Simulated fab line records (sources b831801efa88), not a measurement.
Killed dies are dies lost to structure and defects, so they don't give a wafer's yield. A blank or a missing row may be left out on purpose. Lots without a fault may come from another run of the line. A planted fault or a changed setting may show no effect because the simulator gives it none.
One fault through the eyes of 2 desks    flow gf180mcu    every desk sees just its own numbers, and what lay behind them comes last

## DESK OF THE TOOL OWNER: furnace-02
The tool's own readings at GF_DUAL_GATE_OXIDATION_15 (stabilise 600 s, purge 300 s, target thk 7.098 nm): means of the sampled wafers that have a number, for each lot that ran on this tool. Marked OUT: a lot whose mean sits more than 4 standard deviations from the usual mean, which makes it out of limits; the brackets give that distance.
Columns: A = ox_temp_c at GF_DUAL_GATE_OXIDATION_15, usual 850.0 C; B = ox_temp_c_max at GF_DUAL_GATE_OXIDATION_15, usual 854.1; C = zone_power_centre_pct at GF_DUAL_GATE_OXIDATION_15, usual 18.2 %
lot   first seen here  A      B      C
L485  day 9 19:31      849.9  852.4  18.6
L486  day 10 01:04     849.9  852.5  18.8
L489  day 10 20:17     849.7  852.8  18.7
L490  day 11 07:50     849.9  852.7  18.9
L492  day 11 17:53     850.0  852.7  18.9
L493  day 12 02:31     849.8  852.6  18.8
L498  day 13 12:55     850.6  853.2  18.8
L502  day 14 19:31     850.0  853.0  18.8
L503  day 14 22:19     849.9  852.4  19.0
Finding of this desk: none of the 9 lots has anything out of limits.

## AT THE METROLOGY DESK
Means of the sampled wafers that have a number, per lot and without regard to the tool the lot ran on: this is what the gauges read. Marked OUT: a lot whose mean sits more than 4 standard deviations from the usual mean, which makes it out of limits; the brackets give that distance.
Columns: A = VT_IMPLANT_02_OVL at GF_VT_IMPLANT_OVL_MEAS_29, usual -1.3 nm; B = POLY_GATE_OVL at GF_POLY_GATE_OVL_MEAS_11, usual -1 nm
lot   first seen here  A     B
L482  day 7 09:19      -1.4  -2
L485  day 8 06:40      -1.6  1
L486  day 8 11:46      -1.9  1
L487  day 8 18:46      1.0   -3
L489  day 9 07:26      -0.8  2
L490  day 9 17:25      -1.7  -7
L491  day 9 20:16      1.6   7
L492  day 10 03:47     -1.5  -8
L493  day 10 10:46     0.6   7
L496  day 11 06:31     -1.3  -
L497  day 11 11:58     -2.1  -
L498  day 11 17:16     -1.4  5
L502  day 12 20:56     -3.0  4
L503  day 13 00:37     -0.8  -4
Finding of this desk: none of the 14 lots has anything out of limits.

## PUT TOGETHER
The desk of the tool owner found nothing out of limits.
The metrology desk saw nothing out of limits.

## WHAT WAS PUT IN BY THE SIMULATOR
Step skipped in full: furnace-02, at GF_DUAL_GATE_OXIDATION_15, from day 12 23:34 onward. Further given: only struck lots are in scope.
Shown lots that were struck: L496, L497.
